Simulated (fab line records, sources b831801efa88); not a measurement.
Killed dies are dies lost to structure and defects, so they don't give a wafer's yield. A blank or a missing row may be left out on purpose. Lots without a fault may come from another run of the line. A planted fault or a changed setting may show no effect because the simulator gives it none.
fab line records | flow gf180mcu
record lots=5 wafers=15 last_day=34
route steps=602 shown V3@455 M4@456 V4@476
lots that met no fault: from a run of the same line without faults
start_h: hours from the record's first day to the start of the lot's first wafer shown | wait_h: hours since the lot's step before | " the same as in the row above | L1.1+2: a row that stands for several wafers | - no value, or no start given | * or withheld: withheld | < > ~ a bound
route shown NAME@n: a module of which the file shows steps, and the number in the route of the first | usual: mean/standard deviation of fault-free wafers | same: alike in all rows | chamber/n: place in a boat | sites: the reading at each site | _std_site: their standard deviation | _edge_site: outer sites' mean less inner sites' | radius_mm: how far each site lies from the wafer's centre | mask NAME#n: copy n | behind: the tool/chamber that last shaped the wafer | hold: why the lot was held/for how many hours/how that ended | device: the transistor (n, p or np) that didn't switch | end of line: the same wafers' tests at the end of the route | a step without rows: its recipe alone | killed: dies lost to structure and defects at the first sort, not the wafer's yield | map: a wafer's dies, x killed, . not, _ none there
set.NAME: the setting as run; set.NAME@STEP: as run at that earlier step | model.NAME: the simulator's own value behind a step, which no gauge read
lots at some steps of the route; a table a step, a row a wafer
services: from which hour (start_h, from the record's first day; less than 0 if before it) a tool's chamber was out of use, for how many hours, and why
## steps
# step GF_V3_CMP_26
# recipe stop_on=SiO2 down_force_psi=3.5 platen_rpm=60 t_overpolish_s=15 target_thk_nm=0 pad_velocity_m_s=0.94248
# usual motor_current_A=10.8/0.95 overpolish_run_s=15.000/0.0082 time_to_endpoint_s=83/3.5
# columns lot.wafer tool chamber start_h wait_h motor_current_A overpolish_run_s time_to_endpoint_s
L075.3 cmp-01 0 531.69 0.1 9.6 15.001 83
L075.1 " 1 " " 10.9 15.004 83
L075.6 " 3 " " 10.6 15.001 80
L077.2 cmp-01 1 543.78 0.1 11.0 15.006 87
L077.3 " 2 " " 13.3 14.992 83
L077.5 " 1 " " 10.4 14.986 86
L090.1 cmp-01 2 650.58 0.2 13.3 14.999 77
L090.5 " 3 " " 10.7 14.990 77
L090.6 " 0 " " 9.7 15.000 83
L094.3 cmp-02 2 677.86 0.0 10.7 14.995 84
L094.1 " 3 " " 11.2 15.020 85
L094.4 " 0 " " 9.9 14.996 81
L097.2 cmp-01 2 697.48 0.1 12.0 14.998 78
L097.3 " 0 " " 10.4 14.998 80
L097.6 " 1 " " 10.3 15.000 83
# step GF_M4_SPUTTER_00
# recipe material=Ti target_thk_nm=37.5 arriving_ion_energy_ev=80 substrate_temp_c=200 chamber_pressure_pa=2 power_w=4000 time_s=150
# usual cathode_dc_power_W=4000.0/0.65 throttle_valve_pct=30.4/1.2
# columns lot.wafer tool chamber start_h wait_h cathode_dc_power_W throttle_valve_pct
L075.1 pvd_sputter-04 - 531.94 0.1 4000.2 29.6
L075.3 " - " " 3999.9 29.2
L075.6 " - " " 3998.7 29.6
L077.2 pvd_sputter-02 - 544.03 0.2 3999.2 28.6
L077.3 " - " " 4000.2 30.1
L077.5 " - " " 3999.1 31.5
L090.1 pvd_sputter-04 - 650.73 0.1 4000.4 29.9
L090.5 " - " " 4000.2 29.1
L090.6 " - " " 3999.8 29.2
L094.1 pvd_sputter-02 - 678.16 0.2 4001.1 30.2
L094.3 " - " " 4000.9 30.9
L094.4 " - " " 4000.6 30.9
L097.2 pvd_sputter-03 - 697.73 0.2 3999.3 30.3
L097.3 " - " " 4000.3 29.9
L097.6 " - " " 3999.0 32.1
# step GF_M4_SPUTTER_01
# recipe material=TiN target_thk_nm=30 power_w=6500 time_s=25 chamber_pressure_pa=0.4
# usual cathode_dc_power_W=6499.9/1.1 throttle_valve_pct=30.4/1.2
# columns lot.wafer tool chamber start_h wait_h cathode_dc_power_W throttle_valve_pct
L075.1 pvd_sputter-04 - 532.04 0.1 6501.4 29.1
L075.3 " - " " 6501.4 29.2
L075.6 " - " " 6500.8 29.6
L077.2 pvd_sputter-02 - 544.13 0.1 6501.0 28.7
L077.3 " - " " 6499.5 29.9
L077.5 " - " " 6500.0 31.6
L090.1 pvd_sputter-04 - 650.83 0.1 6497.6 29.8
L090.5 " - " " 6501.6 29.2
L090.6 " - " " 6500.3 29.2
L094.1 pvd_sputter-02 - 678.26 0.1 6500.9 30.3
L094.3 " - " " 6500.9 30.8
L094.4 " - " " 6501.2 30.7
L097.2 pvd_sputter-03 - 697.83 0.1 6498.2 30.6
L097.3 " - " " 6500.9 29.9
L097.6 " - " " 6498.6 31.8
# step GF_M4_SPUTTER_02
# recipe material=AlCu target_thk_nm=450 power_w=10600 time_s=23.9 chamber_pressure_pa=0.4
# usual cathode_dc_power_W=10600/1.9 throttle_valve_pct=30.4/1.2
# columns lot.wafer tool chamber start_h wait_h cathode_dc_power_W throttle_valve_pct
L075.1 pvd_sputter-04 - 532.07 0.0 10604 29.7
L075.3 " - " " 10597 29.1
L075.6 " - " " 10598 29.4
L077.2 pvd_sputter-02 - 544.16 0.0 10598 28.7
L077.3 " - " " 10601 30.1
L077.5 " - " " 10599 31.4
L090.1 pvd_sputter-04 - 650.86 0.0 10600 29.9
L090.5 " - " " 10599 29.3
L090.6 " - " " 10596 29.4
L094.1 pvd_sputter-02 - 678.29 0.0 10600 30.1
L094.3 " - " " 10601 30.7
L094.4 " - " " 10597 30.6
L097.2 pvd_sputter-03 - 697.86 0.0 10601 30.4
L097.3 " - " " 10604 29.7
L097.6 " - " " 10602 31.7
# step GF_M4_SPUTTER_03
# recipe material=Ti target_thk_nm=10 substrate_temp_c=300 chamber_pressure_pa=0.3 power_w=3000 time_s=6.7
# usual cathode_dc_power_W=3000.0/0.54 throttle_valve_pct=30.4/1.2
# columns lot.wafer tool chamber start_h wait_h cathode_dc_power_W throttle_valve_pct
L075.1 pvd_sputter-04 - 532.10 0.0 3000.2 29.7
L075.3 " - " " 3000.1 29.1
L075.6 " - " " 3000.8 29.6
L077.2 pvd_sputter-02 - 544.19 0.0 3000.3 28.6
L077.3 " - " " 3000.1 30.2
L077.5 " - " " 3000.3 31.5
L090.1 pvd_sputter-04 - 650.89 0.0 3000.4 29.8
L090.5 " - " " 3000.9 29.2
L090.6 " - " " 2999.7 29.2
L094.1 pvd_sputter-02 - 678.32 0.0 3000.3 30.3
L094.3 " - " " 3000.3 30.8
L094.4 " - " " 3000.4 30.7
L097.2 pvd_sputter-03 - 697.89 0.0 3000.6 30.6
L097.3 " - " " 3000.2 29.8
L097.6 " - " " 3000.4 31.9
# step GF_M4_SPUTTER_04
# recipe material=TiN target_thk_nm=50 power_w=6500 time_s=41.7 chamber_pressure_pa=0.4
# usual cathode_dc_power_W=6500.0/1.1 throttle_valve_pct=30.4/1.2
# columns lot.wafer tool chamber start_h wait_h cathode_dc_power_W throttle_valve_pct
L075.1 pvd_sputter-04 - 532.12 0.0 6500.3 29.4
L075.3 " - " " 6500.6 29.2
L075.6 " - " " 6501.3 29.3
L077.2 pvd_sputter-02 - 544.21 0.0 6499.8 28.9
L077.3 " - " " 6501.7 30.3
L077.5 " - " " 6499.8 31.8
L090.1 pvd_sputter-04 - 650.91 0.0 6499.0 29.9
L090.5 " - " " 6499.0 29.0
L090.6 " - " " 6498.6 29.2
L094.1 pvd_sputter-02 - 678.34 0.0 6500.4 29.9
L094.3 " - " " 6498.8 30.8
L094.4 " - " " 6500.6 30.7
L097.2 pvd_sputter-03 - 697.91 0.0 6498.4 30.6
L097.3 " - " " 6498.0 29.6
L097.6 " - " " 6499.3 31.7
# step GF_M4_RS_MEAS_05
# recipe thk_meas_gauge=four-point-probe reads=TiN_of_M4_SPUTTER_04+Ti_of_M4_SPUTTER_03+AlCu_of_M4_SPUTTER_02+TiN_of_M4_SPUTTER_01+Ti_of_M4_SPUTTER_00
# usual M4_ALCU_RS=0.0695/0.00064
# columns lot.wafer tool chamber start_h wait_h M4_ALCU_RS[ohm/sq]
L075.1 film_metro-02 - 532.16 0.0 0.0689
L075.3 " - " " 0.0687
L075.6 " - " " 0.0689
L077.2 film_metro-04 - 544.27 0.0 0.0706
L077.3 " - " " 0.0696
L077.5 " - " " 0.0699
L090.1 film_metro-02 - 650.97 0.0 0.0693
L090.5 " - " " 0.0689
L090.6 " - " " 0.0688
L094.1 film_metro-02 - 678.38 0.0 0.0695
L094.3 " - " " 0.0701
L094.4 " - " " 0.0698
L097.2 film_metro-04 - 697.97 0.0 0.0685
L097.3 " - " " 0.0689
L097.6 " - " " 0.0687
# step GF_M4_THK_MEAS_06
# recipe thk_meas_gauge=xrf reads=AlCu_of_M4_SPUTTER_02
# usual M4_ALCU_THK=453/4
# columns lot.wafer tool chamber start_h wait_h M4_ALCU_THK[nm]
L075.1 film_metro-02 - 532.28 0.1 459
L075.3 " - " " 461
L075.6 " - " " 455
L077.2 film_metro-04 - 544.38 0.1 446
L077.3 " - " " 455
L077.5 " - " " 449
L090.1 film_metro-02 - 651.09 0.1 455
L090.5 " - " " 457
L090.6 " - " " 456
L094.1 film_metro-02 - 678.50 0.1 450
L094.3 " - " " 448
L094.4 " - " " 449
L097.2 film_metro-04 - 698.08 0.1 460
L097.3 " - " " 458
L097.6 " - " " 456
# step GF_M4_DEHYDRATE_07
# recipe temp_c=200 time_s=60
# columns lot.wafer tool chamber start_h wait_h
L075.1+3+6 litho_track-03 0 542.33 10.0
L077.2+3+5 litho_track-04 0 555.32 10.9
L090.1+5+6 litho_track-03 0 660.78 9.7
L094.1+3+4 litho_track-01 0 687.96 9.4
L097.2+3+6 litho_track-01 0 707.38 9.3
# step GF_M4_HMDS_08
# recipe prime_time_s=60 prime_temp_c=120
# columns lot.wafer tool chamber start_h wait_h
L075.1+3+6 litho_track-03 0 542.48 0.1
L077.2+3+5 litho_track-04 0 555.47 0.1
L090.1+5+6 litho_track-03 0 660.93 0.1
L094.1+3+4 litho_track-01 0 688.11 0.1
L097.2+3+6 litho_track-01 0 707.53 0.1
# step GF_M4_COAT_09
# recipe resist=KrF spin_rpm=withheld resist_thk_nm=1000
# columns lot.wafer tool chamber start_h wait_h
L075.1+3+6 litho_track-03 0 542.63 0.1
L077.2+3+5 litho_track-04 0 555.62 0.1
L090.1+5+6 litho_track-03 0 661.08 0.1
L094.1+3+4 litho_track-01 0 688.26 0.1
L097.2+3+6 litho_track-01 0 707.68 0.1
# step GF_M4_SOFTBAKE_10
# recipe temp_c=130 time_s=60 resist=KrF
# columns lot.wafer tool chamber start_h wait_h
L075.1+3+6 litho_track-03 0 542.78 0.1
L077.2+3+5 litho_track-04 0 555.77 0.1
L090.1+5+6 litho_track-03 0 661.23 0.1
L094.1+3+4 litho_track-01 0 688.41 0.1
L097.2+3+6 litho_track-01 0 707.83 0.1
# step GF_M4_EXPOSE_11
# recipe mask_id=Metal4 target_cd_nm=280 na=0.68 source_shape=conventional sigma_outer=0.6 dose_mj=28
# usual exposure_dose_mJ_cm2=27.996/0.027
# columns lot.wafer tool chamber start_h wait_h mask exposure_dose_mJ_cm2
L075.1 krf_scanner-02 0 - - Metal4#0 27.976
L075.3 " 0 " " Metal4#0 28.003
L075.6 " 0 " " Metal4#0 27.948
L077.2 krf_scanner-02 0 - - Metal4#0 28.012
L077.3 " 0 " " Metal4#0 28.008
L077.5 " 0 " " Metal4#0 28.016
L090.1 krf_scanner-01 0 - - Metal4#0 27.963
L090.5 " 0 " " Metal4#0 28.007
L090.6 " 0 " " Metal4#0 27.995
L094.1 krf_scanner-01 0 - - Metal4#0 28.021
L094.3 " 0 " " Metal4#0 28.024
L094.4 " 0 " " Metal4#0 28.030
L097.2 krf_scanner-01 0 - - Metal4#0 27.982
L097.3 " 0 " " Metal4#0 27.967
L097.6 " 0 " " Metal4#0 28.022
# step GF_M4_PEB_12
# recipe peb_temp_c=135 peb_time_s=90 resist=KrF
# columns lot.wafer tool chamber start_h wait_h
L075.1+3+6 litho_track-01 0 - -
L077.2+3+5 litho_track-04 0 - -
L090.1+5+6 litho_track-03 0 - -
L094.1+3+4 litho_track-04 0 - -
L097.2+3+6 litho_track-03 0 - -
# step GF_M4_DEVELOP_13
# recipe develop_time_s=60 dev_temp_c=21
# columns lot.wafer tool chamber start_h wait_h
L075.1+3+6 litho_track-01 0 554.36 0.2
L077.2+3+5 litho_track-04 0 566.32 0.2
L090.1+5+6 litho_track-03 0 670.63 0.2
L094.1+3+4 litho_track-04 0 697.04 0.2
L097.2+3+6 litho_track-03 0 715.00 0.2
# step GF_M4_CD_MEAS_14
# recipe target_cd_nm=280
# usual cd_nm=280.2/0.94
# columns lot.wafer tool chamber start_h wait_h cd_nm
L075.1 cd_sem-02 - 554.51 0.1 278.5
L075.3 " - " " 280.2
L075.6 " - " " 280.1
L077.2 cd_sem-01 - 566.46 0.1 278.9
L077.3 " - " " 278.4
L077.5 " - " " 279.4
L090.1 cd_sem-02 - 670.78 0.1 278.7
L090.5 " - " " 279.5
L090.6 " - " " 278.7
L094.1 cd_sem-02 - 697.19 0.1 280.2
L094.3 " - " " 280.5
L094.4 " - " " 278.8
L097.2 cd_sem-02 - 715.15 0.1 279.1
L097.3 " - " " 279.1
L097.6 " - " " 279.6
# step GF_M4_OVL_MEAS_15
# usual M4_OVL=0/5.5
# columns lot.wafer tool chamber start_h wait_h M4_OVL[nm]
L075.1 overlay-02 - 554.63 0.1 0
L075.3 " - " " -1
L075.6 " - " " -6
L077.2 overlay-01 - 566.57 0.1 -11
L077.3 " - " " -6
L077.5 " - " " -11
L090.1 overlay-02 - 670.90 0.1 -3
L090.5 " - " " 1
L090.6 " - " " 3
L094.1 overlay-02 - 697.31 0.1 7
L094.3 " - " " 0
L094.4 " - " " 0
L097.2 overlay-02 - 715.25 0.1 5
L097.3 " - " " 4
L097.6 " - " " 4
# step GF_M4_METAL_ETCH_16
# recipe chemistry=Cl2/BCl3 mask_material=KrF target_depth_nm=627.5 stop_on=SiO2 pressure_mtorr=8 icp_w=800 bias_w=140 Cl2_flow_sccm=80 bcl3_flow_sccm=40 time_s=104.6
# usual drypump_motor_current_A=5.7/0.44 oes_product_au=0.971/0.0059 throttle_valve_pct=28.252/0.0099
# columns lot.wafer tool chamber start_h wait_h drypump_motor_current_A oes_product_au rf_hours_counter_h throttle_valve_pct
L075.1 rie_metal-04 1 554.66 0.0 5.9 0.973 10 28.256
L075.3 " 0 " " 5.5 0.976 - 28.262
L075.6 " 1 " " 5.9 0.968 - 28.242
L077.2 rie_metal-04 1 566.60 0.0 5.9 0.967 11 28.260
L077.3 " 0 " " 5.5 0.974 - 28.253
L077.5 " 0 " " 5.5 0.964 - 28.238
L090.1 rie_metal-01 0 670.93 0.0 5.0 0.969 1 28.257
L090.5 " 1 " " 6.0 0.970 - 28.239
L090.6 " 0 " " 5.0 0.977 - 28.246
L094.1 rie_metal-01 0 697.35 0.0 5.0 0.975 2 28.249
L094.3 " 0 " " 5.1 0.975 - 28.245
L094.4 " 0 " " 5.0 0.970 - 28.252
L097.2 rie_metal-01 0 715.32 0.1 5.0 0.968 - 28.240
L097.3 " 0 " " 5.0 0.969 - 28.247
L097.6 " 0 " " 5.0 0.981 - 28.267
# step GF_M4_STRIP_17
# recipe chemistry=O2/N2 power_w=1400 pressure_mtorr=1500 platen_temp_c=250 o2_flow_sccm=3000 n2_flow_sccm=300 overash_fraction=0.5
# usual drypump_motor_current_A=5.7/0.45 heater_power_w=328/33 o2_flow_sccm=2999/9.3 oes_product_au=0.558/0.0048 strip_time_to_endpoint_s=7.89/0.05
# columns lot.wafer tool chamber start_h wait_h drypump_motor_current_A heater_power_w o2_flow_sccm oes_product_au rf_hours_counter_h strip_time_to_endpoint_s
L075.1 plasma_asher-01 0 554.78 0.1 6.1 304 2998 0.555 87 7.90
L075.3 " 0 " " 6.1 303 2991 0.562 - 7.95
L075.6 " 1 " " 5.2 340 2997 0.566 - 7.90
L077.2 plasma_asher-02 0 566.71 0.1 6.4 375 3001 0.549 44 7.84
L077.3 " 1 " " 5.4 285 2986 0.560 - 7.90
L077.5 " 0 " " 6.4 371 3008 0.566 - 7.92
L090.1 plasma_asher-02 0 671.05 0.1 6.4 378 2986 0.556 55 7.92
L090.5 " 0 " " 6.4 376 2998 0.552 - 7.87
L090.6 " 1 " " 5.4 285 3008 0.559 - 7.90
L094.1 plasma_asher-01 0 697.57 0.2 6.1 307 3020 0.554 102 7.85
L094.3 " 0 " " 6.1 309 3017 0.564 - 7.86
L094.4 " 1 " " 5.2 341 3010 0.549 - 7.85
L097.2 plasma_asher-02 0 715.51 0.1 6.3 370 3018 0.553 60 7.87
L097.3 " 0 " " 6.3 369 3003 0.555 - 7.90
L097.6 " 0 " " 6.3 367 3014 0.552 - 7.88
# step GF_M4_STRIP_18
# recipe chemistry=post_etch_residue_remover time_s=1200 temp_c=72.5
# usual bath_heat_duty_pct=14.9/2.1
# columns lot.wafer tool chamber start_h wait_h bath_heat_duty_pct
L075.1 wet_bench-01 0 554.88 0.1 11.8
L075.3 " 0 " " 10.7
L075.6 " 0 " " 10.0
L077.2 wet_bench-01 1 566.81 0.1 13.6
L077.3 " 1 " " 15.2
L077.5 " 1 " " 15.2
L090.1 wet_bench-01 1 671.15 0.1 15.5
L090.5 " 1 " " 14.4
L090.6 " 1 " " 14.9
L094.1 wet_bench-03 1 697.67 0.1 15.0
L094.3 " 1 " " 14.6
L094.4 " 1 " " 15.9
L097.2 wet_bench-02 3 715.61 0.1 16.3
L097.3 " 3 " " 13.9
L097.6 " 3 " " 15.1
# step GF_M4_CLEAN_19
# recipe chemistry=DIW dry=n2_spin
# columns lot.wafer tool chamber start_h wait_h
L075.1+3+6 wet_bench-02 3 555.22 0.0
L077.2+3+5 wet_bench-03 1 567.15 0.0
L090.1+5+6 wet_bench-02 2 671.89 0.0
L094.1+3+4 wet_bench-03 2 698.01 0.0
L097.2+3+6 wet_bench-02 0 715.95 0.0
# step GF_V4_CVD_00
# recipe material=SiO2 target_thk_nm=600 sigma_open_frac=0.3 temp_c=400 time_s=100 sih4_flow_sccm=60 pressure_mtorr=6
# columns lot.wafer tool chamber start_h wait_h
L075.1+3+6 hdpcvd-01 1,0,0 555.31 0.0
L077.2+3+5 hdpcvd-02 0,2,0 567.24 0.0
L090.1+5+6 hdpcvd-01 1,0,2 671.99 0.0
L094.1+3+4 hdpcvd-02 0,1,0 698.10 0.0
L097.2+3+6 hdpcvd-02 2,1,2 716.04 0.0
# step GF_V4_THK_MEAS_01
# recipe reads=SiO2_of_V4_CVD_00
# usual V4_CVD_00_THK=599/5.4
# columns lot.wafer tool chamber start_h wait_h V4_CVD_00_THK[nm]
L075.1 film_metro-01 - 555.38 0.0 606
L075.3 " - " " 604
L075.6 " - " " 606
L077.2 film_metro-01 - 567.32 0.0 602
L077.3 " - " " 608
L077.5 " - " " 603
L090.1 film_metro-03 - 672.06 0.0 596
L090.5 " - " " 602
L090.6 " - " " 595
L094.1 film_metro-03 - 698.18 0.0 592
L094.3 " - " " 597
L094.4 " - " " 593
L097.2 film_metro-03 - 716.16 0.1 606
L097.3 " - " " 601
L097.6 " - " " 612
# step GF_V4_CVD_02
# recipe material=SiO2 target_thk_nm=850 precursor=TEOS temp_c=400 time_s=94.851 rf_w=600
# usual heater_power_w=681/110
# columns lot.wafer tool chamber start_h wait_h heater_power_w
L075.1 pecvd-01 2 555.44 0.1 726
L075.3 " 1 " " 463
L075.6 " 0 " " 863
L077.2 pecvd-03 1 567.37 0.0 730
L077.3 " 0 " " 686
L077.5 " 1 " " 762
L090.1 pecvd-01 1 672.12 0.1 530
L090.5 " 1 " " 571
L090.6 " 2 " " 755
L094.1 pecvd-01 1 698.24 0.1 552
L094.3 " 0 " " 791
L094.4 " 0 " " 845
L097.2 pecvd-03 1 716.21 0.0 669
L097.3 " 0 " " 714
L097.6 " 1 " " 684
# step GF_V4_THK_MEAS_03
# recipe reads=SiO2_of_V4_CVD_02
# usual V4_CVD_02_THK=848/11
# columns lot.wafer tool chamber start_h wait_h V4_CVD_02_THK[nm]
L075.1 film_metro-03 - 555.51 0.0 862
L075.3 " - " " 852
L075.6 " - " " 877
L077.2 film_metro-01 - 567.45 0.0 823
L077.3 " - " " 823
L077.5 " - " " 841
L090.1 film_metro-02 - 672.19 0.0 852
L090.5 " - " " 866
L090.6 " - " " 870
L094.1 film_metro-01 - 698.31 0.0 843
L094.3 " - " " 843
L094.4 " - " " 855
L097.2 film_metro-02 - 716.29 0.0 848
L097.3 " - " " 850
L097.6 " - " " 851
# step GF_V4_CMP_04
# recipe material=SiO2 down_force_psi=4 platen_rpm=60 pad_velocity_m_s=0.94248
# usual motor_current_A=11.8/1.1 time_to_endpoint_s=79/6.3
# columns lot.wafer tool chamber start_h wait_h motor_current_A time_to_endpoint_s
L075.3 cmp-01 3 555.57 0.0 11.1 81
L075.1 " 1 " " 11.3 87
L075.6 " 3 " " 11.4 89
L077.2 cmp-01 3 567.55 0.1 11.3 73
L077.3 " 1 " " 11.7 75
L077.5 " 3 " " 12.3 77
L090.1 cmp-02 1 672.40 0.2 12.1 81
L090.5 " 2 " " 11.2 90
L090.6 " 3 " " 12.1 90
L094.3 cmp-01 2 698.37 0.0 13.8 72
L094.4 " 3 " " 11.2 78
L094.1 " 0 " " 10.9 76
L097.2 cmp-02 0 716.34 0.0 11.0 84
L097.3 " 2 " " 11.2 86
L097.6 " 1 " " 12.8 85
# step GF_V4_BOW_MEAS_05
# recipe mode=bow
# usual V4_BOW=132/9.7
# columns lot.wafer tool chamber start_h wait_h V4_BOW[um]
L075.1 film_metro-02 - 555.87 0.1 138
L075.3 " - " " 122
L075.6 " - " " 135
L077.2 film_metro-03 - 567.82 0.2 124
L077.3 " - " " 129
L077.5 " - " " 122
L090.1 film_metro-02 - 672.55 0.1 122
L090.5 " - " " 125
L090.6 " - " " 119
L094.1 film_metro-03 - 698.67 0.1 139
L094.3 " - " " 130
L094.4 " - " " 142
L097.2 film_metro-02 - 716.66 0.3 138
L097.3 " - " " 129
L097.6 " - " " 133
# step GF_V4_DEHYDRATE_06
# recipe temp_c=200 time_s=60
# columns lot.wafer tool chamber start_h wait_h
L075.1+3+6 litho_track-02 0 565.85 10.0
L077.2+3+5 litho_track-03 0 578.15 10.3
L090.1+5+6 litho_track-02 0 681.55 9.0
L094.1+3+4 litho_track-03 0 707.73 9.0
L097.2+3+6 litho_track-04 0 726.06 9.4
# step GF_V4_HMDS_07
# recipe prime_time_s=60 prime_temp_c=120
# columns lot.wafer tool chamber start_h wait_h
L075.1+3+6 litho_track-02 0 566.00 0.1
L077.2+3+5 litho_track-03 0 578.30 0.1
L090.1+5+6 litho_track-02 0 681.70 0.1
L094.1+3+4 litho_track-03 0 707.88 0.1
L097.2+3+6 litho_track-04 0 726.21 0.1
# step GF_V4_COAT_08
# recipe resist=BARC temp_c=withheld time_s=withheld spin_rpm=withheld resist_thk_nm=withheld
# columns lot.wafer tool chamber start_h wait_h
L075.1+3+6 litho_track-02 0 566.15 0.1
L077.2+3+5 litho_track-03 0 578.45 0.1
L090.1+5+6 litho_track-02 0 681.85 0.1
L094.1+3+4 litho_track-03 0 708.03 0.1
L097.2+3+6 litho_track-04 0 726.36 0.1
# step GF_V4_COAT_09
# recipe resist=KrF spin_rpm=withheld resist_thk_nm=1000
# columns lot.wafer tool chamber start_h wait_h
L075.1+3+6 litho_track-02 0 - -
L077.2+3+5 litho_track-03 0 - -
L090.1+5+6 litho_track-02 0 - -
L094.1+3+4 litho_track-03 0 - -
L097.2+3+6 litho_track-04 0 - -
# step GF_V4_SOFTBAKE_10
# recipe temp_c=130 time_s=60 resist=KrF
# columns lot.wafer tool chamber start_h wait_h
L075.1+3+6 litho_track-02 0 - -
L077.2+3+5 litho_track-03 0 - -
L090.1+5+6 litho_track-02 0 - -
L094.1+3+4 litho_track-03 0 - -
L097.2+3+6 litho_track-04 0 - -
# step GF_V4_EXPOSE_11
# recipe mask_id=Via4 target_cd_nm=260 na=0.68 source_shape=conventional sigma_outer=0.6 dose_mj=38
# usual exposure_dose_mJ_cm2=37.99/0.04
# columns lot.wafer tool chamber start_h wait_h mask exposure_dose_mJ_cm2
L075.1 krf_scanner-01 0 - - Via4#0 37.96
L075.3 " 0 " " Via4#0 37.93
L075.6 " 0 " " Via4#0 37.98
L077.2 krf_scanner-01 0 - - Via4#0 38.01
L077.3 " 0 " " Via4#0 38.03
L077.5 " 0 " " Via4#0 37.99
L090.1 krf_scanner-02 0 - - Via4#0 38.01
L090.5 " 0 " " Via4#0 37.99
L090.6 " 0 " " Via4#0 37.95
L094.1 krf_scanner-02 0 - - Via4#0 37.96
L094.3 " 0 " " Via4#0 37.98
L094.4 " 0 " " Via4#0 37.98
L097.2 krf_scanner-02 0 - - Via4#0 38.00
L097.3 " 0 " " Via4#0 38.04
L097.6 " 0 " " Via4#0 38.02
# step GF_V4_PEB_12
# recipe peb_temp_c=135 peb_time_s=90 resist=KrF
# columns lot.wafer tool chamber start_h wait_h
L075.1+3+6 litho_track-04 0 - -
L077.2+3+5 litho_track-03 0 - -
L090.1+5+6 litho_track-03 0 - -
L094.1+3+4 litho_track-03 0 - -
L097.2+3+6 litho_track-03 0 - -
# step GF_V4_DEVELOP_13
# recipe develop_time_s=60 resist=KrF dev_temp_c=21
# columns lot.wafer tool chamber start_h wait_h
L075.1+3+6 litho_track-04 0 577.64 0.2
L077.2+3+5 litho_track-03 0 588.25 0.2
L090.1+5+6 litho_track-03 0 691.53 0.2
L094.1+3+4 litho_track-03 0 715.33 0.2
L097.2+3+6 litho_track-03 0 733.95 0.2
# step GF_V4_CD_MEAS_14
# recipe target_cd_nm=260
# usual cd_nm=260.0/1.5
# columns lot.wafer tool chamber start_h wait_h cd_nm
L075.1 cd_sem-02 - 577.79 0.1 260.7
L075.3 " - " " 260.1
L075.6 " - " " 259.7
L077.2 cd_sem-02 - 588.40 0.1 260.2
L077.3 " - " " 260.0
L077.5 " - " " 259.2
L090.1 cd_sem-02 - 691.68 0.1 259.7
L090.5 " - " " 261.1
L090.6 " - " " 260.3
L094.1 cd_sem-02 - 715.48 0.1 260.8
L094.3 " - " " 261.4
L094.4 " - " " 260.1
L097.2 cd_sem-01 - 734.10 0.1 257.5
L097.3 " - " " 257.3
L097.6 " - " " 257.8
# step GF_V4_OVL_MEAS_15
# usual V4_OVL=1/6
# columns lot.wafer tool chamber start_h wait_h V4_OVL[nm]
L075.1 overlay-02 - 577.91 0.1 2
L075.3 " - " " 10
L075.6 " - " " -11
L077.2 overlay-01 - 588.51 0.1 1
L077.3 " - " " -9
L077.5 " - " " -8
L090.1 overlay-01 - 691.80 0.1 2
L090.5 " - " " 5
L090.6 " - " " 1
L094.1 overlay-02 - 715.60 0.1 -1
L094.3 " - " " 0
L094.4 " - " " 4
L097.2 overlay-01 - 734.20 0.1 9
L097.3 " - " " 9
L097.6 " - " " 10
# step GF_V4_ETCH_16
# recipe chemistry=N2/H2 target_depth_a=withheld overetch_a=withheld time_s=withheld target=BARC ion_energy_ev=200 source_w=500 bias_w=100 pressure_mtorr=30 n2_flow_sccm=100 h2_flow_sccm=200
# usual drypump_motor_current_A=5.9/0.34 oes_product_au=0.856/0.0047 throttle_valve_pct=13.224/0.0095
# columns lot.wafer tool chamber start_h wait_h drypump_motor_current_A oes_product_au throttle_valve_pct
L075.1 rie_diel-02 1 577.95 0.0 5.8 0.851 13.229
L075.3 " 0 " " 6.5 0.860 13.227
L075.6 " 1 " " 5.8 0.860 13.228
L077.2 rie_diel-04 3 588.54 0.0 6.0 0.851 13.224
L077.3 " 1 " " 5.9 0.857 13.216
L077.5 " 3 " " 6.0 0.867 13.228
L090.1 rie_diel-02 3 691.83 0.0 5.8 0.849 13.214
L090.5 " 1 " " 5.8 0.858 13.225
L090.6 " 0 " " 6.5 0.857 13.238
L094.1 rie_diel-04 3 715.63 0.0 6.0 0.856 13.231
L094.3 " 0 " " 6.2 0.854 13.228
L094.4 " 2 " " 5.4 0.855 13.218
L097.2 rie_diel-04 0 734.23 0.0 6.2 0.861 13.209
L097.3 " 3 " " 6.0 0.860 13.226
L097.6 " 1 " " 5.8 0.842 13.231
# step GF_V4_ETCH_17
# recipe chemistry=C4F8/O2/Ar mask_material=KrF target=SiO2 stop_on=TiN source_w=1500 bias_w=1200 pressure_mtorr=40 c4f8_flow_sccm=withheld O2_flow_sccm=6 Ar_flow_sccm=300 time_s=withheld target_depth_a=6300
# usual oes_product_au=0.857/0.0048
# columns lot.wafer tool chamber start_h wait_h oes_product_au
L075.1 rie_diel-02 1 - - 0.855
L075.3 " 0 " " 0.859
L075.6 " 1 " " 0.858
L077.2 rie_diel-04 3 - - 0.853
L077.3 " 1 " " 0.857
L077.5 " 3 " " 0.853
L090.1 rie_diel-02 3 - - 0.858
L090.5 " 1 " " 0.858
L090.6 " 0 " " 0.867
L094.1 rie_diel-04 3 - - 0.857
L094.3 " 0 " " 0.850
L094.4 " 2 " " 0.852
L097.2 rie_diel-04 0 - - 0.854
L097.3 " 3 " " 0.859
L097.6 " 1 " " 0.854
## services
# columns tool chamber start_h hours kind
krf_scanner-01 - 513.95 1.3 pm
krf_scanner-02 - 524.27 1.0 pm
rie_diel-04 2 526.89 5.0 repair
krf_scanner-02 - 528.36 0.8 pm
krf_scanner-01 - 534.32 1.0 pm
krf_scanner-02 - 543.14 3.6 pm
krf_scanner-01 - 554.83 4.4 pm
krf_scanner-02 - 564.42 1.3 pm
cmp-01 - 568.48 1.1 repair
krf_scanner-02 - 568.65 0.2 repair
cmp-01 - 572.00 4.0 pm
rie_diel-04 0 594.97 95.4 repair
cmp-01 - 608.89 0.6 repair
rie_diel-04 3 613.66 9.9 repair
krf_scanner-01 - 628.89 0.8 pm
krf_scanner-02 - 631.22 0.7 repair
cmp-01 - 673.59 3.1 repair
rie_diel-04 - 685.21 15.6 pm
pvd_sputter-04 - 689.17 1.6 repair
krf_scanner-01 - 689.85 1.3 pm
pvd_sputter-02 - 690.16 10.4 repair
krf_scanner-02 - 693.21 1.0 pm
cmp-01 - 703.41 7.3 repair
rie_diel-04 2 727.22 3.2 repair
## key
fault none
